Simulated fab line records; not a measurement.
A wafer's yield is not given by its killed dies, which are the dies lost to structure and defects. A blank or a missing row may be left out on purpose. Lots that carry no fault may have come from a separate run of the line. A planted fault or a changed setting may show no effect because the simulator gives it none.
Chamber matching :: flow sky130 :: 4 sister chambers for SKY_SPACER_ETCHBACK_02 on rie-diel-03
The step etches Si3N4 in CH3F/O2, stops on SiO2, time 46.7 s, target depth 45 nm. 14 wafers are shown with their chamber, then 7 later ones without.

== WAFERS WITH THEIR CHAMBER ==
wafer: L594.2
chamber: 2
drypump-motor-current-A (A): 6.4
oes-product-au (a.u.): 0.859
ch3f-flow-sccm (sccm): 40.00

wafer: L594.4
chamber: 3
drypump-motor-current-A (A): 5.4
oes-product-au (a.u.): 0.856
ch3f-flow-sccm (sccm): 40.36

wafer: L594.5
chamber: 0
drypump-motor-current-A (A): 5.6
oes-product-au (a.u.): 0.860
ch3f-flow-sccm (sccm): 40.02

wafer: L597.3
chamber: 1
drypump-motor-current-A (A): 5.6
oes-product-au (a.u.): 0.850
ch3f-flow-sccm (sccm): 40.20

wafer: L597.5
chamber: 1
drypump-motor-current-A (A): 5.6
oes-product-au (a.u.): 0.855
ch3f-flow-sccm (sccm): 40.06

wafer: L597.6
chamber: 1
drypump-motor-current-A (A): 5.6
oes-product-au (a.u.): 0.854
ch3f-flow-sccm (sccm): 40.11

wafer: L603.2
chamber: 2
drypump-motor-current-A (A): 6.3
oes-product-au (a.u.): 0.860
ch3f-flow-sccm (sccm): 40.26

wafer: L603.3
chamber: 3
drypump-motor-current-A (A): 5.4
oes-product-au (a.u.): 0.856
ch3f-flow-sccm (sccm): 39.97

wafer: L603.6
chamber: 0
drypump-motor-current-A (A): 5.6
oes-product-au (a.u.): 0.858
ch3f-flow-sccm (sccm): 39.85

wafer: L604.2
chamber: 0
drypump-motor-current-A (A): 5.7
oes-product-au (a.u.): 0.844
ch3f-flow-sccm (sccm): 39.96

wafer: L604.5
chamber: 1
drypump-motor-current-A (A): 5.6
oes-product-au (a.u.): 0.850
ch3f-flow-sccm (sccm): 40.09

wafer: L604.6
chamber: 2
drypump-motor-current-A (A): 6.3
oes-product-au (a.u.): 0.858
ch3f-flow-sccm (sccm): 39.89

wafer: L606.2
chamber: 0
drypump-motor-current-A (A): 5.6
oes-product-au (a.u.): 0.851
ch3f-flow-sccm (sccm): 39.98

wafer: L606.3
chamber: 3
drypump-motor-current-A (A): 5.3
oes-product-au (a.u.): 0.854
ch3f-flow-sccm (sccm): 40.05

SIGNATURES (means of the wafers above)
reading: drypump-motor-current-A
chamber 0: 5.625
chamber 1: 5.600
chamber 2: 6.333
chamber 3: 5.367
scatter within a chamber: 0.0456

reading: oes-product-au
chamber 0: 0.85325
chamber 1: 0.85225
chamber 2: 0.85900
chamber 3: 0.85533
scatter within a chamber: 0.00429

reading: ch3f-flow-sccm
chamber 0: 39.9525
chamber 1: 40.1150
chamber 2: 40.0500
chamber 3: 40.1267
scatter within a chamber: 0.136
Rule: for each reading, subtract the chamber's mean from the wafer's reading, divide by that reading's scatter and square the result; add these up over the readings and take the root, which gives the wafer's distance from the chamber. If the next closest chamber is less than 2 further off than the closest, the wafer can't be placed; otherwise it belongs to the closest. The scatter: the root of (the sum of the squares of (reading less its chamber's mean) over the shown wafers, divided by (wafers less chambers)).

== WAFERS MISSING THEIR CHAMBER ==
wafer: L606.5
drypump-motor-current-A (A): 5.6
oes-product-au (a.u.): 0.845
ch3f-flow-sccm (sccm): 39.89

wafer: L608.1
drypump-motor-current-A (A): 5.7
oes-product-au (a.u.): 0.860
ch3f-flow-sccm (sccm): 40.05

wafer: L608.3
drypump-motor-current-A (A): 5.4
oes-product-au (a.u.): 0.849
ch3f-flow-sccm (sccm): 40.02

wafer: L608.4
drypump-motor-current-A (A): 6.3
oes-product-au (a.u.): 0.860
ch3f-flow-sccm (sccm): 40.10

wafer: L614.2
drypump-motor-current-A (A): 6.4
oes-product-au (a.u.): 0.860
ch3f-flow-sccm (sccm): 39.86

wafer: L614.5
drypump-motor-current-A (A): 6.4
oes-product-au (a.u.): 0.854
ch3f-flow-sccm (sccm): 39.95

wafer: L614.6
drypump-motor-current-A (A): 5.4
oes-product-au (a.u.): 0.849
ch3f-flow-sccm (sccm): 39.95

== WHICH CHAMBER EACH ONE RAN IN ==
wafer: L606.5
from the rows above: can't be placed: 0 or 1
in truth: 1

wafer: L608.1
from the rows above: can't be placed: 0 or 1
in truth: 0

wafer: L608.3
from the rows above: 3
in truth: 3

wafer: L608.4
from the rows above: 2
in truth: 2

wafer: L614.2
from the rows above: 2
in truth: 2

wafer: L614.5
from the rows above: 2
in truth: 2

wafer: L614.6
from the rows above: 3
in truth: 3
Correctly placed: 5 of 7. From these rows, 2 cannot be placed; in 2 the true chamber is one of the candidates. Number placed wrongly: 0.
